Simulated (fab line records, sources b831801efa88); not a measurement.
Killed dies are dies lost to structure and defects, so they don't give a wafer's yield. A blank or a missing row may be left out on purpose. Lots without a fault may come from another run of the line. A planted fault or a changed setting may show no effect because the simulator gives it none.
One fault seen from 2 desks | flow gf180mcu | each desk has only its own numbers; what lay behind them comes last

THE TOOL OWNER'S DESK: rie_diel-04
The tool's own readings at GF_V5_ETCH_16 (etches BARC in N2/H2): means of the sampled wafers that have a number, for each lot that ran on this tool. A lot is out of limits, marked OUT, if its mean lies more than 4 standard deviations from the usual mean; the brackets give that distance.
Columns: A = drypump_motor_current_A at GF_V5_ETCH_16, usual 5.9 A; B = h2_flow_sccm at GF_V5_ETCH_16, usual 200.0 sccm; C = oes_product_au at GF_V5_ETCH_16, usual 0.855 a.u.; D = throttle_valve_pct at GF_V5_ETCH_16, usual 13.225 %
lot  | first seen here | A   | B     | C     | D
L482 | day 28 09:26    | 6.2 | 199.9 | 0.855 | 13.222
L491 | day 30 21:14    | 6.1 | 199.2 | 0.853 | 13.225
L492 | day 31 02:37    | 5.7 | 200.4 | 0.857 | 13.219
This desk's finding: nothing out of limits on any of the 3 lots.

THE METROLOGY DESK
What the gauges read, lot by lot, whatever tool the lot ran on: means of the sampled wafers that have a number. A lot is out of limits, marked OUT, if its mean lies more than 4 standard deviations from the usual mean; the brackets give that distance. Of its 9 readings 7 are shown: those that lie furthest out on some lot.
Columns: A = V5_BOW at GF_V5_BOW_MEAS_05, usual 130 um; B = V5_OVL at GF_V5_OVL_MEAS_15, usual 1 nm; C = V5_W_RS at GF_V5_RS_MEAS_24, usual 0.330 ohm/sq; D = V5_W_THK at GF_V5_THK_MEAS_25, usual 359 nm; E = TOP_METAL_ALCU_RS at GF_TOP_METAL_RS_MEAS_05, usual 0.03287 ohm/sq; F = TOP_METAL_ALCU_THK at GF_TOP_METAL_THK_MEAS_06, usual 900 nm; G = cd_nm at GF_TOP_METAL_CD_MEAS_14, usual 440.3 nm
lot  | first seen here | A   | B  | C     | D   | E       | F   | G
L479 | day 26 07:50    | 147 | -5 | 0.328 | 360 | 0.03289 | 901 | 441.2
L482 | day 27 13:38    | 124 | -3 | 0.323 | 372 | 0.03249 | 908 | 439.8
L491 | day 30 02:39    | 137 | 1  | 0.332 | 356 | 0.03262 | 908 | 445.8
L492 | day 30 07:53    | 132 | -8 | 0.328 | 358 | 0.03266 | 907 | 441.1
L493 | day 30 18:28    | 139 | 4  | 0.328 | 365 | 0.03293 | 893 | 441.0
L502 | day 32 23:02    | 119 | 0  | 0.326 | 358 | 0.03341 | 886 | 437.2
This desk's finding: nothing out of limits on any of the 6 lots.

PUT TOGETHER
The tool owner's desk saw nothing out of limits.
The metrology desk saw nothing out of limits.

WHAT THE SIMULATOR HAD PUT IN
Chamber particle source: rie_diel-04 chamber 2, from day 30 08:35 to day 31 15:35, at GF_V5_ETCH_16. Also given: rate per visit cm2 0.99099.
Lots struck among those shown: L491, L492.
